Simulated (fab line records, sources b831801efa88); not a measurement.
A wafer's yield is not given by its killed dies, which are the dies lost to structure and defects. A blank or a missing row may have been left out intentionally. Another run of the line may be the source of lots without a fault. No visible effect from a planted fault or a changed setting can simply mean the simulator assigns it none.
fab line records | flow gf180mcu | part 2 of 2: steps 26 to 36 of 36
record lots=5 | wafers=15 | lastDay=32
route steps=602 shown NWELL@51 LVPWELL@54 MVSD@66 MVPSD@78
lots with no fault: from the same line, run without faults
startH: hours from the record's opening day to when the first of the lot's shown wafers began | waitH: hours since the lot's step before | " repeats the value in the row above | L1.1+2: a row that stands for several wafers | - no value present, or no start provided | * or withheld: withheld | < > ~ a bound
route shown NAME@n: NAME is a module with steps in the file, n the number in the route of the first one | usual: mean and standard deviation over wafers with no fault | same: alike in all rows | chamber/n: place in a boat | sites: readings site by site | _std_site: standard deviation across them | _edge_site: mean of outer sites minus mean of inner sites | radiusMm: how far each site lies from the wafer's centre | mask NAME#n: copy n | behind: the tool/chamber that last shaped the wafer | hold: why the lot was held/for how many hours/how that ended | device: the n, p or np transistor that did not switch | end of line: the same wafers' tests at the end of the route | a step with no rows: only its recipe | killed: the dies lost at the first sort to structure and to defects; this is not the yield of the wafer | map: the dies of a wafer, with x for killed, . for not killed, _ for no die there
set.NAME: the run value of the setting; set.NAME@STEP: its run value at that earlier step | model.NAME: the simulator's own value behind a step, which no gauge read
certain route steps with their lots: each step a table, each wafer a row
services: a tool's chamber out of use, with start hour (startH, from the record's first day; less than 0 if before it), hours out, and reason
## steps
# step GF_MVSD_STRIP_10
# recipe chemistry=O2/N2 | powerW=1400 | pressureMtorr=1500 | platenTempC=250 | o2FlowSccm=3000 | n2FlowSccm=300 | overashFraction=0.5
# usual drypumpMotorCurrentA=6.0/0.35 | heaterPowerW=318/29 | oesProductAu=0.723/0.0045 | stripTimeToEndpointS=36.97/0.11
lot.wafer | tool           | chamber | startH | waitH | drypumpMotorCurrentA | heaterPowerW | oesProductAu | rfHoursCounterH | stripTimeToEndpointS
L082.3    | plasmaAsher-04 | 1       | 130.93 | 0.1   | 6.4                  | 341          | 0.721        | -               | 36.96
L082.5    | "              | 0       | "      | "     | 5.9                  | 276          | 0.722        | -               | 36.92
L082.6    | "              | 1       | "      | "     | 6.4                  | 336          | 0.716        | -               | 36.85
L083.2    | plasmaAsher-04 | 1       | 134.34 | 0.1   | 6.4                  | 333          | 0.719        | 50              | 37.06
L083.4    | "              | 1       | "      | "     | 6.4                  | 344          | 0.728        | -               | 37.08
L083.6    | "              | 0       | "      | "     | 5.8                  | 274          | 0.724        | -               | 37.06
L084.2    | plasmaAsher-03 | 1       | 141.49 | 0.1   | 5.5                  | 349          | 0.726        | 4               | 36.83
L084.3    | "              | 0       | "      | "     | 6.1                  | 325          | 0.715        | -               | 36.87
L084.5    | "              | 0       | "      | "     | 6.1                  | 328          | 0.725        | -               | 36.93
L087.1    | plasmaAsher-03 | 0       | 159.59 | 0.1   | 6.1                  | 330          | 0.721        | 6               | 36.98
L087.2    | "              | 1       | "      | "     | 5.5                  | 357          | 0.723        | 6               | 37.02
L087.4    | "              | 1       | "      | "     | 5.5                  | 347          | 0.726        | -               | 36.97
L088.1    | plasmaAsher-03 | 1       | 164.04 | 0.1   | 5.5                  | 358          | 0.727        | 6               | 36.96
L088.3    | "              | 1       | "      | "     | 5.5                  | 356          | 0.713        | -               | 36.91
L088.6    | "              | 1       | "      | "     | 5.5                  | 368          | 0.726        | -               | 36.94
# step GF_MVSD_TW_MEAS_11
# usual MVSD_TW=1573/22
lot.wafer | tool         | chamber | startH | waitH | MVSD_TW
L082.3    | filmMetro-01 | -       | 131.07 | 0.1   | 1594
L082.5    | "            | -       | "      | "     | 1599
L082.6    | "            | -       | "      | "     | 1591
L083.2    | filmMetro-01 | -       | 134.45 | 0.1   | 1591
L083.4    | "            | -       | "      | "     | 1588
L083.6    | "            | -       | "      | "     | 1594
L084.2    | filmMetro-03 | -       | 141.60 | 0.1   | 1544
L084.3    | "            | -       | "      | "     | 1547
L084.5    | "            | -       | "      | "     | 1540
L087.1    | filmMetro-03 | -       | 159.69 | 0.1   | 1549
L087.2    | "            | -       | "      | "     | 1548
L087.4    | "            | -       | "      | "     | 1548
L088.1    | filmMetro-03 | -       | 164.14 | 0.1   | 1553
L088.3    | "            | -       | "      | "     | 1546
L088.6    | "            | -       | "      | "     | 1532
# step GF_MVPSD_DEHYDRATE_00
# recipe tempC=200 | timeS=60
# usual resistLineTempC=22.99/0.12
lot.wafer | tool          | chamber | startH | waitH | resistLineTempC
L082.3    | lithoTrack-01 | 0       | 138.06 | 7.0   | 23.26
L082.5    | "             | 0       | "      | "     | 23.16
L082.6    | "             | 0       | "      | "     | 23.26
L083.2    | lithoTrack-02 | 0       | 141.18 | 6.7   | 22.76
L083.4    | "             | 0       | "      | "     | 22.83
L083.6    | "             | 0       | "      | "     | 22.81
L084.2    | lithoTrack-03 | 0       | 148.28 | 6.7   | 22.94
L084.3    | "             | 0       | "      | "     | 22.89
L084.5    | "             | 0       | "      | "     | 22.72
L087.1    | lithoTrack-02 | 0       | 167.00 | 7.3   | 23.04
L087.2    | "             | 0       | "      | "     | 23.09
L087.4    | "             | 0       | "      | "     | 22.88
L088.1    | lithoTrack-01 | 0       | 171.46 | 7.3   | 22.86
L088.3    | "             | 0       | "      | "     | 22.83
L088.6    | "             | 0       | "      | "     | 22.80
# step GF_MVPSD_HMDS_01
# recipe primeTimeS=60 | primeTempC=120
# usual resistLineTempC=23.01/0.11
lot.wafer | tool          | chamber | startH | waitH | resistLineTempC
L082.3    | lithoTrack-01 | 0       | 138.21 | 0.1   | 23.04
L082.5    | "             | 0       | "      | "     | 23.03
L082.6    | "             | 0       | "      | "     | 23.14
L083.2    | lithoTrack-02 | 0       | 141.33 | 0.1   | 23.11
L083.4    | "             | 0       | "      | "     | 23.22
L083.6    | "             | 0       | "      | "     | 23.15
L084.2    | lithoTrack-03 | 0       | 148.43 | 0.1   | 23.12
L084.3    | "             | 0       | "      | "     | 23.10
L084.5    | "             | 0       | "      | "     | 23.07
L087.1    | lithoTrack-02 | 0       | 167.15 | 0.1   | 23.09
L087.2    | "             | 0       | "      | "     | 22.88
L087.4    | "             | 0       | "      | "     | 22.88
L088.1    | lithoTrack-01 | 0       | 171.61 | 0.1   | 23.12
L088.3    | "             | 0       | "      | "     | 23.22
L088.6    | "             | 0       | "      | "     | 23.19
# step GF_MVPSD_COAT_02
# recipe spinRpm=2000 | resistThkNm=3000
# usual resistLineTempC=23.01/0.11
lot.wafer | tool          | chamber | startH | waitH | resistLineTempC
L082.3    | lithoTrack-01 | 0       | 138.36 | 0.1   | 22.99
L082.5    | "             | 0       | "      | "     | 22.86
L082.6    | "             | 0       | "      | "     | 23.09
L083.2    | lithoTrack-02 | 0       | 141.48 | 0.1   | 22.97
L083.4    | "             | 0       | "      | "     | 23.06
L083.6    | "             | 0       | "      | "     | 22.99
L084.2    | lithoTrack-03 | 0       | 148.58 | 0.1   | 23.00
L084.3    | "             | 0       | "      | "     | 22.95
L084.5    | "             | 0       | "      | "     | 22.90
L087.1    | lithoTrack-02 | 0       | 167.30 | 0.1   | 22.99
L087.2    | "             | 0       | "      | "     | 23.08
L087.4    | "             | 0       | "      | "     | 22.90
L088.1    | lithoTrack-01 | 0       | 171.76 | 0.1   | 23.15
L088.3    | "             | 0       | "      | "     | 23.11
L088.6    | "             | 0       | "      | "     | 23.05
# step GF_MVPSD_SOFTBAKE_03
# recipe tempC=110 | timeS=withheld
# usual resistLineTempC=23.00/0.1
lot.wafer | tool          | chamber | startH | waitH | resistLineTempC
L082.3    | lithoTrack-01 | 0       | 138.52 | 0.1   | 22.98
L082.5    | "             | 0       | "      | "     | 22.96
L082.6    | "             | 0       | "      | "     | 22.98
L083.2    | lithoTrack-02 | 0       | 141.63 | 0.1   | 22.94
L083.4    | "             | 0       | "      | "     | 23.01
L083.6    | "             | 0       | "      | "     | 22.96
L084.2    | lithoTrack-03 | 0       | 148.74 | 0.1   | 22.78
L084.3    | "             | 0       | "      | "     | 22.91
L084.5    | "             | 0       | "      | "     | 22.80
L087.1    | lithoTrack-02 | 0       | 167.45 | 0.1   | 22.99
L087.2    | "             | 0       | "      | "     | 23.05
L087.4    | "             | 0       | "      | "     | 23.04
L088.1    | lithoTrack-01 | 0       | 171.91 | 0.1   | 23.11
L088.3    | "             | 0       | "      | "     | 22.86
L088.6    | "             | 0       | "      | "     | 23.02
# step GF_MVPSD_EXPOSE_04
# recipe maskId=MVPSD | targetCdNm=1000 | na=0.6 | sourceShape=conventional | sigmaOuter=0.6 | doseMj=260
lot.wafer  | tool            | chamber | startH | waitH | mask
L082.3+5+6 | ilineStepper-02 | 0       | -      | -     | MVPSD#0
L083.2+4+6 | ilineStepper-01 | 0       | -      | -     | MVPSD#0
L084.2+3+5 | ilineStepper-01 | 0       | -      | -     | MVPSD#0
L087.1+2+4 | ilineStepper-01 | 0       | -      | -     | MVPSD#0
L088.1+3+6 | ilineStepper-01 | 0       | -      | -     | MVPSD#0
# step GF_MVPSD_PEB_05
# recipe tempC=115 | timeS=withheld
# usual resistLineTempC=23.00/0.1
lot.wafer | tool          | chamber | startH | waitH | resistLineTempC
L082.3    | lithoTrack-02 | 0       | -      | -     | 22.83
L082.5    | "             | 0       | "      | "     | 22.94
L082.6    | "             | 0       | "      | "     | 22.83
L083.2    | lithoTrack-03 | 0       | -      | -     | 23.06
L083.4    | "             | 0       | "      | "     | 22.92
L083.6    | "             | 0       | "      | "     | 23.09
L084.2    | lithoTrack-03 | 0       | -      | -     | 23.03
L084.3    | "             | 0       | "      | "     | 23.07
L084.5    | "             | 0       | "      | "     | 22.92
L087.1    | lithoTrack-02 | 0       | -      | -     | 23.12
L087.2    | "             | 0       | "      | "     | 22.95
L087.4    | "             | 0       | "      | "     | 22.86
L088.1    | lithoTrack-03 | 0       | -      | -     | 22.86
L088.3    | "             | 0       | "      | "     | 22.76
L088.6    | "             | 0       | "      | "     | 23.00
# step GF_MVPSD_DEVELOP_06
# recipe wallAngleDeg=90 | developTimeS=60 | devTempC=23
# usual resistLineTempC=23.01/0.1
lot.wafer | tool          | chamber | startH | waitH | resistLineTempC
L082.3    | lithoTrack-02 | 0       | -      | -     | 23.13
L082.5    | "             | 0       | "      | "     | 23.16
L082.6    | "             | 0       | "      | "     | 23.02
L083.2    | lithoTrack-03 | 0       | -      | -     | 23.18
L083.4    | "             | 0       | "      | "     | 23.06
L083.6    | "             | 0       | "      | "     | 23.04
L084.2    | lithoTrack-03 | 0       | -      | -     | 23.16
L084.3    | "             | 0       | "      | "     | 23.09
L084.5    | "             | 0       | "      | "     | 23.05
L087.1    | lithoTrack-02 | 0       | -      | -     | 22.91
L087.2    | "             | 0       | "      | "     | 23.15
L087.4    | "             | 0       | "      | "     | 22.91
L088.1    | lithoTrack-03 | 0       | -      | -     | 23.05
L088.3    | "             | 0       | "      | "     | 22.94
L088.6    | "             | 0       | "      | "     | 22.83
# step GF_MVPSD_OVL_MEAS_07
# usual MVPSD_OVL=-0.3/1.4
lot.wafer | tool       | chamber | startH | waitH | MVPSD_OVL[nm]
L082.3    | overlay-01 | -       | 146.51 | -     | -1.1
L082.5    | "          | -       | "      | "     | -1.0
L082.6    | "          | -       | "      | "     | -1.2
L083.2    | overlay-02 | -       | 149.26 | -     | 0.9
L083.4    | "          | -       | "      | "     | 1.0
L083.6    | "          | -       | "      | "     | 1.4
L084.2    | overlay-01 | -       | 156.71 | -     | -0.7
L084.3    | "          | -       | "      | "     | -2.4
L084.5    | "          | -       | "      | "     | -0.4
L087.1    | overlay-02 | -       | 175.65 | -     | 0.2
L087.2    | "          | -       | "      | "     | -1.9
L087.4    | "          | -       | "      | "     | -1.8
L088.1    | overlay-01 | -       | 180.26 | -     | -0.2
L088.3    | "          | -       | "      | "     | -0.3
L088.6    | "          | -       | "      | "     | -1.3
# step GF_MVPSD_IMPLANT_08
# recipe species=B | energyKev=170 | doseCm2=1.5e+13 | tiltDeg=0
# usual endStationPressureTorr=5.09e-06/2.7e-07
lot.wafer | tool         | chamber | startH | waitH | endStationPressureTorr
L082.3    | implanter-02 | 0       | 146.59 | 0.1   | 5.02e-06
L082.5    | "            | 0       | "      | "     | 5.13e-06
L082.6    | "            | 0       | "      | "     | 4.9e-06
L083.2    | implanter-04 | 0       | 149.32 | 0.0   | 5.55e-06
L083.4    | "            | 0       | "      | "     | 5.18e-06
L083.6    | "            | 0       | "      | "     | 5.22e-06
L084.2    | implanter-04 | 0       | 156.77 | 0.0   | 4.98e-06
L084.3    | "            | 0       | "      | "     | 5.01e-06
L084.5    | "            | 0       | "      | "     | 4.58e-06
L087.1    | implanter-02 | 0       | 175.69 | 0.0   | 5.05e-06
L087.2    | "            | 0       | "      | "     | 4.82e-06
L087.4    | "            | 0       | "      | "     | 5.12e-06
L088.1    | implanter-01 | 0       | 180.29 | 0.0   | 5.7e-06
L088.3    | "            | 0       | "      | "     | 5e-06
L088.6    | "            | 0       | "      | "     | 5.18e-06
## services
tool            | chamber | startH | hours | kind
ilineStepper-02 | -       | 98.82  | 1.7   | pm
plasmaAsher-03  | -       | 108.82 | 9.0   | pm
plasmaAsher-03  | 0       | 108.82 | 9.0   | ventCycle
plasmaAsher-03  | 1       | 108.82 | 9.0   | ventCycle
plasmaAsher-04  | -       | 117.45 | 1.4   | repair
plasmaAsher-03  | 0       | 117.82 | -     | clean
plasmaAsher-03  | 1       | 117.82 | -     | clean
plasmaAsher-02  | -       | 118.82 | 37.0  | pm
implanter-04    | -       | 120.57 | 10.9  | repair
implanter-01    | -       | 123.95 | 5.6   | repair
plasmaAsher-01  | -       | 126.71 | 4.3   | pm
plasmaAsher-04  | -       | 146.29 | 1.3   | repair
ilineStepper-02 | -       | 157.52 | 0.8   | pm
ilineStepper-02 | 0       | 172.77 | -     | calibration
plasmaAsher-02  | -       | 176.97 | 2.5   | repair
